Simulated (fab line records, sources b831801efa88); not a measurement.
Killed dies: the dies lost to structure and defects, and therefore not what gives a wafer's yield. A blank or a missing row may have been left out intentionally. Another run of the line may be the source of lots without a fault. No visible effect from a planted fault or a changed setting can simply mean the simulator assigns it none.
Comparing a struck lot with a sound one	flow sfqLine	24 steps out of a route of 325
Sound: wafers L955.1, L955.2, L955.4. Wafers struck: L959.1, L959.2, L959.6. The cause comes at the end.
Order at every step that has rows: each side's tool, ch and its chambers, its first start. Under that, the readings that differ: sound wafers	struck wafers	difference of the means	sigmas: that difference in standard deviations of wafers without a fault.
alike: a reading whose means differ by less than 2 such deviations, as well as words and numbers matching on both sides. not compared: withheld readings; readings where some wafer has no value; bounds like >300 that might hide an equal value; numbers whose values overlap and for which the record gives no deviation.
The two part at a step that has a row with sigmas, a row that says differs or no value, or rows on one side only. Numbers that have no deviation but don't overlap get no sigmas and don't part them. Lack of a reading on every wafer of one side parts them only where that side has two or more wafers.

first, 2 steps without rows for these wafers: SFQ_TRILAYER_I2_VIA_STRIP_SOLV_CLEAN_072 (cleans in NMP, time 600 s); SFQ_TRILAYER_M3_DEP_PRE_CLEAN_074 (time 22.5 s).
SFQ_TRILAYER_M3_DEP_SPUTTER_073: material Nb, target thk 200 nm, time 133.3 s.
  sound: pvdSputter-04 at day 43 06:12; struck: pvdSputter-04 at day 44 18:38
  alike: chamberPressurePa, throttleValvePct
SFQ_M3_RS_MEAS_919: measurement is done with a four-point probe.
  sound: filmMetro-02 at day 43 06:17; struck: filmMetro-04 at day 44 18:44
  alike: M3_NB_RS
then, 6 steps without rows for these wafers: SFQ_TRILAYER_M3_LITHO_COAT_080 (resist thk 62 nm); SFQ_TRILAYER_M3_LITHO_COAT_075 (resist thk 600 nm); SFQ_TRILAYER_M3_LITHO_SOFTBAKE_079; SFQ_TRILAYER_M3_LITHO_EXPOSE_076 (exposes mask M3, target cd 500 nm); SFQ_TRILAYER_M3_LITHO_PEB_078 (peb time 60 s); SFQ_TRILAYER_M3_LITHO_DEVELOP_077 (time 60 s).
-- the record jumps here: 5 days lie between the struck wafers' starts before and after --
SFQ_M3_OVL_MEAS_921:
  sound: overlay-01 at day 48 19:52; struck: overlay-02 at day 49 23:16
reading	sound	struck	difference	sigmas
M3_OVL (nm)	-7 -14 -9	2 1 3	+12	+3
SFQ_TRILAYER_M3_BARC_OPEN_METAL_ETCH_100: etches BARC in O2, target depth 125 nm, time 41.7 s.
  sound on rieMetal-02 ch 0,1, day 48 19:55; struck on rieMetal-04 ch 0,1, day 49 23:19
  no value came back on the struck wafers for any of 5 readings (biasW (W), chamberPressureMTorr (mTorr) and others); on the sound wafers biasW (W) reads 80.02 80.24 80.14
reading	sound	struck	difference	sigmas
model.KrF_of_TRILAYER_M3_LITHO_COAT_075.thkNm (nm)	525.4 525.5 524.3	573 573.6 573.7	+48	
  not compared: rfHoursCounterH
SFQ_TRILAYER_M3_ETCH_METAL_ETCH_078: etches Nb in Cl2/Ar, stops on SiO2, target depth 240 nm, time 120 s.
  sound on rieMetal-02 ch 0,1, day 48 19:58; struck on rieMetal-04 ch 0,1, day 49 23:22
reading	sound	struck	difference	sigmas
drypumpMotorCurrentA (A)	5.74 5.98 5.99	5.34 5.17 5.31	-0.63	-2
oesProductAu (a.u.)	0.901 0.899 0.894	0.365 0.379 0.370	-0.527	-80
model.KrF_of_TRILAYER_M3_LITHO_COAT_075.thkNm (nm)	384.3 386 383.3	430.7 432.5 431.2	+46.9	
  alike: biasW, chamberPressureMTorr
  not compared: rfHoursCounterH
SFQ_TRILAYER_M3_STRIP_STRIP_079: strips in O2.
  sound on rieMetal-02 ch 0,1, day 48 20:05; struck on rieMetal-04 ch 0,1, day 49 23:29
reading	sound	struck	difference	sigmas
drypumpMotorCurrentA (A)	5.79 6.04 6.01	5.35 5.18 5.35	-0.65	-2
  alike: oesProductAu
  not compared: rfHoursCounterH
then, 1 step without rows for these wafers: SFQ_TRILAYER_M3_STRIP_SOLV_CLEAN_080 (cleans in NMP, time 600 s).
SFQ_TRILAYER_I3_DEP_PECVD_081: deposits SiO2 from SiH4/N2O, time 111.11 s, target thk 500 nm.
  sound on pecvd-01 ch 0,2, day 48 20:52; struck on pecvd-02 ch 0,2, day 50 00:16
reading	sound	struck	difference	sigmas
throttleValvePct (%)	26.3 25.4 26.5	24.9 23.2 23.3	-2.3	-3
  alike: heaterPowerW
SFQ_TRILAYER_I3_CMP_CMP_082: polishes SiO2.
  sound on cmp-01 ch 0,1,3, day 49 15:52; struck on cmp-02 ch 2,3, day 51 05:04
  alike: motorCurrentA, timeToEndpointS
SFQ_I3_BOW_MEAS_922:
  sound: filmMetro-04 at day 49 18:52; struck: filmMetro-04 at day 51 08:04
reading	sound	struck	difference	sigmas
I3_BOW (um)	-18 -4 -5	23 28 8	+29	+3
SFQ_TRILAYER_I3_METRO_MEASURE_083:
  sound: filmMetro-04 at day 49 18:59; struck: filmMetro-04 at day 51 08:11
  alike: thkNm
then, 3 steps without rows for these wafers: SFQ_TRILAYER_I3_VIA_LITHO_COAT_090 (resist thk 62 nm); SFQ_TRILAYER_I3_VIA_LITHO_COAT_085 (resist thk 650 nm); SFQ_TRILAYER_I3_VIA_LITHO_SOFTBAKE_089.
-- the record jumps here: 5 days lie between the struck wafers' starts before and after --
SFQ_TRILAYER_I3_VIA_LITHO_EXPOSE_086: exposes mask I3, target cd 500 nm.
  struck on krfScanner-01, day 55 21:20; sound on krfScanner-02 ch 0, day 54 05:06
  no value came back on the struck wafers for exposureDoseMJCm2, focusOffsetNm (nm); on the sound wafers exposureDoseMJCm2 reads 21.336 21.280 21.303
  alike: mask
then, 1 step without rows for these wafers: SFQ_TRILAYER_I3_VIA_LITHO_PEB_088 (peb time 60 s).

WHERE THEY PART
First at SFQ_M3_OVL_MEAS_921; last, within this record, at SFQ_TRILAYER_I3_VIA_LITHO_EXPOSE_086.

WHY: what had been put in by the simulator
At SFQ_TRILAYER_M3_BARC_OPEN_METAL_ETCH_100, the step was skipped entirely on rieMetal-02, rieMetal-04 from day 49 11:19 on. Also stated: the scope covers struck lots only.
